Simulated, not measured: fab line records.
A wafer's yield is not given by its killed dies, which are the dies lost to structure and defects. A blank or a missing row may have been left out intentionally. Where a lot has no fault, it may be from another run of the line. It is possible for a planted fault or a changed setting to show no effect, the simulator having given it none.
Which tool did it?	flow gf180mcu	7 lots with 21 wafers sampled at 4 steps, on a route of 602 steps

## WHAT THE GAUGES SHOWED, per wafer
GF_V1_THK_MEAS_03.
lot	measured	on	V1_CVD_02_THK (nm)
L813	day 18 00:42	film-metro-01	868 874 866
L817	day 19 05:00	film-metro-01	848 844 861
L819	day 20 02:41	film-metro-01	848 864 864
L822	day 21 11:17	film-metro-03	854 833 853
L824	day 21 20:19	film-metro-01	853 865 860
L834	day 25 14:08	film-metro-03	853 849 866

## TOOL THAT RAN EACH LOT (tool first, then ch and the chambers of the sampled wafers, then the start)
lot	GF_SALICIDE_RTA_08	GF_M1_DEVELOP_13	GF_V1_CVD_02
L813	rtp-anneal-01 ch 0, day 15 23:25	litho-track-02 ch 0, day 17 23:32	pecvd-02 ch 0,1,2, day 18 00:38
L817	rtp-anneal-02 ch 0, day 17 02:13	litho-track-04 ch 0, day 19 03:49	pecvd-02 ch 0,1, day 19 04:56
L819	rtp-anneal-02 ch 0, day 17 23:53	litho-track-01 ch 0, day 20 01:30	pecvd-02 ch 0,2, day 20 02:37
L822	rtp-anneal-02 ch 0, day 19 06:51	litho-track-04 ch 0, day 21 09:40	pecvd-01 ch 0,1,2, day 21 11:13
L824	rtp-anneal-02 ch 0, day 19 16:59	litho-track-04 ch 0, day 21 18:42	pecvd-03 ch 0,1,2, day 21 20:15
L831	rtp-anneal-02 ch 0, day 22 09:50	litho-track-01, day 24 09:54	-
L834	rtp-anneal-01 ch 0, day 23 14:32	litho-track-02 ch 0, day 25 12:56	pecvd-03 ch 1,2, day 25 14:03
- GF_SALICIDE_RTA_08: time 30 s.
- GF_M1_DEVELOP_13: develop time 61.74 s.
- GF_V1_CVD_02: deposits SiO2 from TEOS, target thk 850 nm, time 94.851 s.

## THE ANSWER, worked out from the rows above alone
Rule: what is usual is taken from the lots themselves. Put in order of their means at a reading, lots are off if they are a third of the lots or fewer, leave a main group of 4 or more, and stand apart from it by a gap of 3 or more times the standard deviation of the main group's means; of several such gaps the widest counts. If all means in a main group match to the digits the tables above print for the reading, that group is not used. A lot without any number at a reading at which 4 lots or more have one is off too. All remaining lots with rows at the step are treated as sound.
No lot is off on any of the readings shown, so nothing can be concluded from this.

## WHAT THE SIMULATOR PUT IN
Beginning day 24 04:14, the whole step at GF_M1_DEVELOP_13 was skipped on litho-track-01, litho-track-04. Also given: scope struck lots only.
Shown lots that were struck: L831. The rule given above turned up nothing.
